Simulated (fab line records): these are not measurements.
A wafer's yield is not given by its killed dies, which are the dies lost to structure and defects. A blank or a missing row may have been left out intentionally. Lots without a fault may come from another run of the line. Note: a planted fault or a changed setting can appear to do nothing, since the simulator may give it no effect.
Chamber matching -- flow sfq_line -- SFQ_TRILAYER_I3_DEP_PECVD_081 on pecvd-03: 3 sister chambers
The step deposits SiO2 from SiH4/N2O, time 111.11 s, target thk 500 nm. 14 wafers are shown with their chamber, then 7 later ones without.

WAFERS, EACH WITH ITS CHAMBER
wafer,chamber,throttle_valve_pct (%),heater_power_w (W)
L598.3,1,25.2,106
L598.4,0,27.1,102
L598.6,1,25.0,106
L600.1,1,25.2,98
L600.3,0,27.4,102
L600.4,0,27.5,103
L602.2,0,27.6,110
L602.3,2,25.9,97
L602.4,0,27.3,112
L608.2,0,27.2,108
L608.3,1,25.0,94
L608.5,1,25.2,97
L609.3,2,25.5,92
L609.4,1,25.0,102

SIGNATURES, as means of the wafers listed above
reading,chamber 0,chamber 1,chamber 2,scatter within a chamber
throttle_valve_pct,27.350,25.100,25.700,0.169
heater_power_w,106.17,100.50,94.50,4.6
Rule: a wafer lies at a distance from a chamber equal to the root of the sum of squares, over the readings, of (its reading less the chamber's mean, divided by the reading's scatter). If the next closest chamber is less than 2 further off than the closest, the wafer can't be placed; otherwise it belongs to the closest. The scatter: take each reading less its chamber's mean, square it, sum over the shown wafers, divide by the number of wafers less the number of chambers, and take the root.

WAFERS WITH NO CHAMBER GIVEN
wafer,throttle_valve_pct (%),heater_power_w (W)
L609.6,27.4,110
L613.1,27.7,113
L613.4,25.1,107
L613.6,25.7,89
L615.3,27.3,118
L615.4,25.1,101
L615.6,27.3,117

EACH ONE'S CHAMBER
wafer,from the rows above,in truth
L609.6,0,0
L613.1,0,0
L613.4,1,1
L613.6,2,2
L615.3,0,0
L615.4,1,1
L615.6,0,0
Correct placement for 7 of the 7. Number that these rows cannot place: 0. Placed wrongly: 0.
